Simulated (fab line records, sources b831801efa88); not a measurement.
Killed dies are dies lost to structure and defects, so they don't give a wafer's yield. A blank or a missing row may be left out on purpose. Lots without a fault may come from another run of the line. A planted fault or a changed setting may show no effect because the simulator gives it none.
Chamber matching | flow gf180mcu | GF_STI_CMP_25 on cmp-02: 4 sister chambers
The step polishes, stops on Si3N4, t overpolish 33 s, target thk 524.6 nm. 4 wafers are shown with their chamber, then 7 later ones without.

WAFERS WITH THEIR CHAMBER
wafer  | chamber | motor_current_A (A)
L625.2 | 1       | 14.6
L625.5 | 0       | 11.3
L630.1 | 3       | 12.9
L630.4 | 2       | 10.5

WAFERS WITHOUT THEIR CHAMBER
wafer  | motor_current_A (A)
L630.6 | 10.0
L631.4 | 9.9
L631.5 | 12.1
L631.6 | 10.6
L633.1 | 13.5
L633.3 | 10.7
L633.6 | 12.0

WHICH CHAMBER EACH WENT THROUGH
wafer  | from the rows above          | in truth
L630.6 | can't be placed: 2 or 0      | 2
L631.4 | can't be placed: 2 or 0      | 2
L631.5 | can't be placed: 0 or 3 or 2 | 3
L631.6 | can't be placed: 2 or 0      | 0
L633.1 | can't be placed: 3 or 1      | 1
L633.3 | can't be placed: 2 or 0      | 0
L633.6 | can't be placed: 0 or 3 or 2 | 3
Placed correctly: 0 of 7. Can't be placed from these rows: 7 (the true chamber is among the candidates in 7). Placed wrongly: 0.
How it was worked out, from the rows above alone: a wafer's distance from a chamber is the root of the sum, over the readings, of the square of ((its reading less the chamber's mean) divided by the reading's scatter). The wafer belongs to the nearest chamber; if the next one is less than 2 further off, it can't be placed. A chamber's mean is the mean of its shown wafers. The scatter: with one shown wafer a chamber, the root of the mean of the squares of how far each hidden wafer lies from its nearest shown one.
